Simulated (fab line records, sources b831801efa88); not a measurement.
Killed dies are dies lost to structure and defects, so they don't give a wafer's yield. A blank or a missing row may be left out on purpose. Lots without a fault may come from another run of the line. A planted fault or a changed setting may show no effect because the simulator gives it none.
Which tool did it? | flow sky130 | 13 lots, 39 wafers sampled, at 2 steps of a route of 708

WHAT THE GAUGES READ, wafer by wafer
SKY_VIA3_RS_MEAS_22: measures by four-point-probe. Usual: VIA3_W_RS 0.296 ohm/sq, standard deviation 0.004.
lot  | measured     | on            | VIA3_W_RS (ohm/sq) | flag
L652 | day 39 06:43 | film_metro-02 | 0.289 0.291 0.294  |
L651 | day 39 10:10 | film_metro-02 | 0.297 0.296 0.296  |
L653 | day 40 00:22 | film_metro-02 | 0.296 0.304 0.297  |
L657 | day 41 10:43 | film_metro-03 | 0.295 0.295 0.296  |
L656 | day 41 11:07 | film_metro-03 | 0.298 0.306 0.298  |
L664 | day 43 10:59 | film_metro-01 | 0.301 0.299 0.299  |
L668 | day 44 07:16 | film_metro-01 | 0.297 0.298 0.293  |
L669 | day 44 18:35 | film_metro-02 | 0.289 0.292 0.293  |
L670 | day 45 14:05 | film_metro-02 | 0.297 0.300 0.295  |
L672 | day 45 19:23 | film_metro-03 | 0.301 0.300 0.296  |
L673 | day 45 20:05 | film_metro-03 | 0.301 0.297 0.296  |
L671 | day 45 22:03 | film_metro-03 | 0.302 0.306 0.306  |
L674 | day 46 01:52 | film_metro-02 | 0.298 0.296 0.297  |

WHICH TOOL RAN EACH LOT (tool, then ch and the chambers of the sampled wafers, then the start)
lot  | SKY_VIA3_CVD_21
L652 | cvd_w-01 ch 0,1, day 39 06:34
L651 | cvd_w-01 ch 0,1, day 39 10:01
L653 | cvd_w-01 ch 1, day 40 00:14
L657 | cvd_w-01 ch 0,1, day 41 10:35
L656 | cvd_w-02 ch 0,1, day 41 11:00
L664 | cvd_w-02 ch 0,1, day 43 10:51
L668 | cvd_w-01 ch 0,1, day 44 07:08
L669 | cvd_w-01 ch 0,1, day 44 18:27
L670 | cvd_w-02 ch 1, day 45 13:58
L672 | cvd_w-01 ch 0,1, day 45 19:15
L673 | cvd_w-01 ch 0,1, day 45 19:58
L671 | cvd_w-02 ch 0, day 45 21:56
L674 | cvd_w-02 ch 1, day 46 01:43
- SKY_VIA3_CVD_21: deposits W, target thk 390 nm, time 117.31 s.

WHAT THE TOOLS THEMSELVES READ (means of the sampled wafers that have a number; where no wafer has one, the mark that the record gives instead)
SKY_VIA3_CVD_21. Usual: heater_power_w 868 W, standard deviation 120.
lot  | tool     | heater_power_w (W) | flag
L652 | cvd_w-01 | 942                |
L651 | cvd_w-01 | 858                |
L653 | cvd_w-01 | 772                |
L657 | cvd_w-01 | 861                |
L656 | cvd_w-02 | 766                |
L664 | cvd_w-02 | 809                |
L668 | cvd_w-01 | 861                |
L669 | cvd_w-01 | 960                |
L670 | cvd_w-02 | 729                |
L672 | cvd_w-01 | 871                |
L673 | cvd_w-01 | 962                |
L671 | cvd_w-02 | 856                |
L674 | cvd_w-02 | 716                |

THE ANSWER, worked out from the rows above alone
Rule: a lot is off if the mean of its wafers that have a number lies more than 3 standard deviations from the usual mean. A lot without any number at a reading at which 4 lots or more have one is off too. The other lots that the step has rows for count as sound. The gauges are gone through in route order, then the tools' own readings, and for those a lot's mean is taken as printed above. The first step at which some lot is off is used, and at that step the reading that is off furthest; a lot without a number counts as furthest.
No lot is off at any reading shown: from this, nothing can be told.

WHAT THE SIMULATOR HAD PUT IN
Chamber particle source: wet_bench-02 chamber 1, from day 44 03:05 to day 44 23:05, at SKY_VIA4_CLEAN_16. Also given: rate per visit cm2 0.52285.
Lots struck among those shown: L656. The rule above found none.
